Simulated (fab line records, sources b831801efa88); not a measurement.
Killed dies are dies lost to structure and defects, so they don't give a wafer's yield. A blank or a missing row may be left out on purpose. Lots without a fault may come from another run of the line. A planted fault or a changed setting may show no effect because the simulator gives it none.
Problem report in the 8D (eight disciplines) form, filled by code | flow gf180mcu | the parts of the form that need people (team, actions taken, sign-off) are left out

1. THE PROBLEM
VT_IMPLANT_4_TW at GF_VT_IMPLANT_TW_MEAS_43 reads a mean of 569 on 6 wafers of 2 lots; wafers without a fault read 693 with a standard deviation of 5.1. That is -24 standard deviations from the usual mean.
First seen on wafer L534.1, day 13 08:56, on film_metro-03. The record holds 36 wafers of 12 lots with a number at this step. Rule for "out", or "out of limits": more than 4 standard deviations from the usual mean. The other wafers with a number count as sound.

2. WHAT IT IS AND WHAT IT IS NOT
question                    | is                           | is not
which readings at this step | VT_IMPLANT_4_TW              | -
which lots                  | L534, L535                   | L516, L518, L523, L524, L526, L527, L529, L530, L531, L536
which wafers of those lots  | all that have a number       | -
read on which gauges        | film_metro-03, film_metro-04 | film_metro-01
when                        | from day 13 08:56            | up to then (27 sound wafers); but 3 sound wafers of L536 came after

3. SUSPECTS, AND WHAT RULES EACH OUT
Counting: a tool at a process step up to the reading stays a suspect if it ran every lot that is out and no sound lot after the first of them.
- the gauge at GF_VT_IMPLANT_TW_MEAS_43: ruled out. The wafers that are out were read on 2 gauges (film_metro-03, film_metro-04).
- implanter-04 at GF_VT_IMPLANT_IMPLANT_41: kept. It ran every lot that is out, first L534 (day 13 08:41), and no sound lot after that; its last sound lot up to then is L531 (day 11 21:53). Its own readings are out on those wafers: dose_ions_cm2, faraday_current_uA.
Left after counting: implanter-04 at GF_VT_IMPLANT_IMPLANT_41.

4. THE CAUSE (what the simulator had put in)
Process parameter drift: implanter-04, from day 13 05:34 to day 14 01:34, at GF_VT_IMPLANT_IMPLANT_41. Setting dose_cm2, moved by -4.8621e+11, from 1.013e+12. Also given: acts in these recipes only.
Counting left only this tool.

5. THE CHAIN OF EFFECTS, in route order
Each row: a reading whose mean over the struck wafers that have a number lies more than 3 standard deviations from the usual. Only readings for which the record gives a usual standard deviation are gone through. hours: the time from each lot's start at the first step in this table that gives one to its start at this step, as a median over the lots. sigmas: the change in usual standard deviations.
hours | step                     | reading            | usual      | on struck wafers | change      | sigmas
0     | GF_VT_IMPLANT_IMPLANT_41 | dose_ions_cm2      | 1.0131e+12 | 5.2683e+11       | -4.8627e+11 | -99 or more
0     | GF_VT_IMPLANT_IMPLANT_41 | faraday_current_uA | 5.72       | 3.01             | -2.71       | -25
0     | GF_VT_IMPLANT_TW_MEAS_43 | VT_IMPLANT_4_TW    | 693        | 569              | -124        | -24
The process steps in it:
- GF_VT_IMPLANT_IMPLANT_41
Later measuring or inspecting steps at which every struck wafer that the step has a row for has a number for every such reading, and none has moved that far: GF_NSD_TW_MEAS_12.

6. WHAT WOULD HAVE CAUGHT IT SOONER
In this record the first reading out of limits at a measuring or inspecting step was taken at day 13 08:56, 3 hours after the fault began at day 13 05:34.
The tool's own readings at GF_VT_IMPLANT_IMPLANT_41 were out on every struck wafer that the step has a row for (dose_ions_cm2, faraday_current_uA): an alarm limit on them would have fired on the first of those.
Of the lots that are out (2), L535 began GF_VT_IMPLANT_IMPLANT_41 on implanter-04 after day 13 08:56. A hold on the tool at that time would have spared it.
